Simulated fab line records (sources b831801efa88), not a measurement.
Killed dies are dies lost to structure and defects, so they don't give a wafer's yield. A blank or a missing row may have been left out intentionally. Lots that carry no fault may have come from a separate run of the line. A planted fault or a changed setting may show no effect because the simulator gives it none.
Which tool did it? || flow gf180mcu || 9 lots, 27 wafers sampled, at 6 steps of a route of 602

## WHAT EACH GAUGE READ, for each wafer
GF_STI_THK_MEAS_22.
{"lot": "L392", "measured": "day 2 04:36", "on": "film_metro-01", "STI_OXIDATION_01_THK (nm)": "15.7 15.6 15.4"}
{"lot": "L393", "measured": "day 2 08:32", "on": "film_metro-02", "STI_OXIDATION_01_THK (nm)": "15.3 15.1 14.9"}
{"lot": "L394", "measured": "day 2 14:57", "on": "film_metro-01", "STI_OXIDATION_01_THK (nm)": "15.1 15.4 15.0"}
{"lot": "L395", "measured": "day 2 18:55", "on": "film_metro-01", "STI_OXIDATION_01_THK (nm)": "15.6 15.8 15.8"}
{"lot": "L396", "measured": "day 3 00:28", "on": "film_metro-02", "STI_OXIDATION_01_THK (nm)": "15.7 15.5 15.4"}
{"lot": "L397", "measured": "day 3 05:07", "on": "film_metro-02", "STI_OXIDATION_01_THK (nm)": "15.0 15.0 15.0"}
{"lot": "L403", "measured": "day 4 12:19", "on": "film_metro-01", "STI_OXIDATION_01_THK (nm)": "15.2 15.2 15.4"}
{"lot": "L404", "measured": "day 4 16:52", "on": "film_metro-02", "STI_OXIDATION_01_THK (nm)": "14.4 14.6 14.6"}
{"lot": "L405", "measured": "day 4 22:59", "on": "film_metro-02", "STI_OXIDATION_01_THK (nm)": "15.2 15.1 15.0"}

GF_DNWELL_TW_MEAS_09.
{"lot": "L392", "measured": "day 2 19:08", "on": "film_metro-04", "DNWELL_TW": "1337 1345 1339"}
{"lot": "L393", "measured": "day 2 23:40", "on": "film_metro-02", "DNWELL_TW": "1340 1341 1352"}
{"lot": "L394", "measured": "day 3 06:07", "on": "film_metro-03", "DNWELL_TW": "1330 1338 1324"}
{"lot": "L395", "measured": "day 3 10:16", "on": "film_metro-03", "DNWELL_TW": "1336 1337 1333"}
{"lot": "L396", "measured": "day 3 15:32", "on": "film_metro-03", "DNWELL_TW": "1334 1336 1336"}
{"lot": "L397", "measured": "day 3 21:29", "on": "film_metro-04", "DNWELL_TW": "1349 1355 1356"}
{"lot": "L403", "measured": "day 5 06:25", "on": "film_metro-02", "DNWELL_TW": "1341 1334 1335"}
{"lot": "L404", "measured": "day 5 10:01", "on": "film_metro-03", "DNWELL_TW": "1342 1343 1347"}
{"lot": "L405", "measured": "day 5 15:38", "on": "film_metro-04", "DNWELL_TW": "1357 1357 1354"}

GF_MVSD_TW_MEAS_11.
{"lot": "L392", "measured": "day 4 11:46", "on": "film_metro-04", "MVSD_TW": "1587 1592 1595"}
{"lot": "L393", "measured": "day 4 15:27", "on": "film_metro-01", "MVSD_TW": "1564 1563 1558"}
{"lot": "L394", "measured": "day 4 23:24", "on": "film_metro-04", "MVSD_TW": "1601 1593 1587"}
{"lot": "L395", "measured": "day 5 04:18", "on": "film_metro-04", "MVSD_TW": "1593 1596 1591"}
{"lot": "L396", "measured": "day 5 09:14", "on": "film_metro-04", "MVSD_TW": "1591 1589 1595"}
{"lot": "L397", "measured": "day 5 15:22", "on": "film_metro-04", "MVSD_TW": "1584 1594 1588"}
{"lot": "L403", "measured": "day 7 04:09", "on": "film_metro-01", "MVSD_TW": "2361 2377 2370"}
{"lot": "L404", "measured": "day 7 07:56", "on": "film_metro-04", "MVSD_TW": "2390 2381 2397"}
{"lot": "L405", "measured": "day 7 14:24", "on": "film_metro-02", "MVSD_TW": "2368 2380 2383"}

GF_VT_IMPLANT_OVL_MEAS_18.
{"lot": "L392", "measured": "day 6 05:39", "on": "overlay-02", "VT_IMPLANT_01_OVL (nm)": "0.6 -1.1 -0.6"}
{"lot": "L393", "measured": "day 6 11:32", "on": "overlay-02", "VT_IMPLANT_01_OVL (nm)": "-0.5 -0.8 -2.5"}
{"lot": "L394", "measured": "day 6 20:18", "on": "overlay-02", "VT_IMPLANT_01_OVL (nm)": "-1.3 -0.3 1.7"}
{"lot": "L395", "measured": "day 7 00:40", "on": "overlay-02", "VT_IMPLANT_01_OVL (nm)": "-3.4 -1.4 -2.3"}
{"lot": "L396", "measured": "day 7 06:07", "on": "overlay-01", "VT_IMPLANT_01_OVL (nm)": "-1.1 1.3 0.6"}
{"lot": "L397", "measured": "day 7 13:51", "on": "overlay-02", "VT_IMPLANT_01_OVL (nm)": "-2.8 -0.6 -1.5"}
{"lot": "L403", "measured": "day 9 05:57", "on": "overlay-02", "VT_IMPLANT_01_OVL (nm)": "-1.3 -1.3 -1.9"}
{"lot": "L404", "measured": "day 9 10:06", "on": "overlay-01", "VT_IMPLANT_01_OVL (nm)": "-0.1 -0.6 0.4"}
{"lot": "L405", "measured": "day 9 16:52", "on": "overlay-01", "VT_IMPLANT_01_OVL (nm)": "0.2 -0.1 -1.5"}

GF_VT_IMPLANT_RS_MEAS_46: uses a four-point probe to measure.
{"lot": "L392", "measured": "day 7 13:21", "on": "film_metro-01", "MVSD_RS (ohm/sq)": "457.3 458.2 458.0"}
{"lot": "L393", "measured": "day 7 18:27", "on": "film_metro-02", "MVSD_RS (ohm/sq)": "455.7 456.1 456.5"}
{"lot": "L394", "measured": "day 8 05:07", "on": "film_metro-02", "MVSD_RS (ohm/sq)": "454.9 455.8 456.6"}
{"lot": "L395", "measured": "day 8 09:13", "on": "film_metro-02", "MVSD_RS (ohm/sq)": "456.7 454.5 455.5"}
{"lot": "L396", "measured": "day 8 15:22", "on": "film_metro-02", "MVSD_RS (ohm/sq)": "456.3 456.3 455.7"}
{"lot": "L397", "measured": "day 8 22:59", "on": "film_metro-04", "MVSD_RS (ohm/sq)": "456.3 455.9 456.8"}
{"lot": "L403", "measured": "day 10 18:20", "on": "film_metro-04", "MVSD_RS (ohm/sq)": "- - -"}
{"lot": "L404", "measured": "day 10 23:01", "on": "film_metro-01", "MVSD_RS (ohm/sq)": "- - -"}
{"lot": "L405", "measured": "day 11 05:49", "on": "film_metro-02", "MVSD_RS (ohm/sq)": "- - -"}

## WHAT TOOL EACH LOT RAN ON (gives the tool, then ch and the chambers of the sampled wafers, and finally the start)
{"lot": "L392", "GF_MVSD_IMPLANT_08": "implanter-03 ch 0, day 4 11:22"}
{"lot": "L393", "GF_MVSD_IMPLANT_08": "implanter-01 ch 0, day 4 15:05"}
{"lot": "L394", "GF_MVSD_IMPLANT_08": "implanter-01 ch 0, day 4 23:01"}
{"lot": "L395", "GF_MVSD_IMPLANT_08": "implanter-03 ch 0, day 5 03:55"}
{"lot": "L396", "GF_MVSD_IMPLANT_08": "implanter-03 ch 0, day 5 08:52"}
{"lot": "L397", "GF_MVSD_IMPLANT_08": "implanter-04 ch 0, day 5 14:59"}
{"lot": "L403", "GF_MVSD_IMPLANT_08": "implanter-03 ch 0, day 7 03:46"}
{"lot": "L404", "GF_MVSD_IMPLANT_08": "implanter-01 ch 0, day 7 07:32"}
{"lot": "L405", "GF_MVSD_IMPLANT_08": "implanter-03 ch 0, day 7 14:01"}
- GF_MVSD_IMPLANT_08

## AS READ BY THE TOOLS THEMSELVES (means over the sampled wafers that have a number; for cases with no such wafer, the mark the record gives instead)
GF_MVSD_IMPLANT_08.
{"lot": "L392", "tool": "implanter-03", "beam_on_s (s)": 9.85, "dose_ions_cm2": 1.6003e+13}
{"lot": "L393", "tool": "implanter-01", "beam_on_s (s)": 9.94, "dose_ions_cm2": 1.6003e+13}
{"lot": "L394", "tool": "implanter-01", "beam_on_s (s)": 9.94, "dose_ions_cm2": 1.5996e+13}
{"lot": "L395", "tool": "implanter-03", "beam_on_s (s)": 9.77, "dose_ions_cm2": 1.6002e+13}
{"lot": "L396", "tool": "implanter-03", "beam_on_s (s)": 10.09, "dose_ions_cm2": 1.6010e+13}
{"lot": "L397", "tool": "implanter-04", "beam_on_s (s)": 10.40, "dose_ions_cm2": 1.6024e+13}
{"lot": "L403", "tool": "implanter-03", "beam_on_s (s)": 10.14, "dose_ions_cm2": 1.6001e+13}
{"lot": "L404", "tool": "implanter-01", "beam_on_s (s)": 9.98, "dose_ions_cm2": 1.6003e+13}
{"lot": "L405", "tool": "implanter-03", "beam_on_s (s)": 9.93, "dose_ions_cm2": 1.5984e+13}

## THE ANSWER, worked out from the rows above alone
Rule: usual is defined by the lots themselves. Put in order of their means at a reading, lots are off if they are a third of the lots or fewer, leave a main group of 4 or more, and stand apart from it by a gap of 3 or more times the standard deviation of the main group's means; of several such gaps the widest counts. Not used: any main group whose means are identical at the precision the tables above print for the reading. Also off: a lot with no number at a reading for which 4 or more lots have one. Any other lot the step has rows for is counted as sound. The gauges are gone through in route order, then the tools' own readings, and for those a lot's mean is taken as printed above. The first step at which some lot is off is used, and at that step the reading that is off furthest; a lot without a number counts as furthest.
Off: at GF_MVSD_TW_MEAS_11 (MVSD_TW), L403, L404, L405. The main group has a mean of 1587 with a standard deviation of 11.
If a tool, at a process step before that reading, ran all the lots that are off and no sound lot after the first of them, it fits. Those tools and the gauges at GF_MVSD_TW_MEAS_11 are tried in the same way. Of those tried, none fits.

## WHAT WAS PUT IN BY THE SIMULATOR
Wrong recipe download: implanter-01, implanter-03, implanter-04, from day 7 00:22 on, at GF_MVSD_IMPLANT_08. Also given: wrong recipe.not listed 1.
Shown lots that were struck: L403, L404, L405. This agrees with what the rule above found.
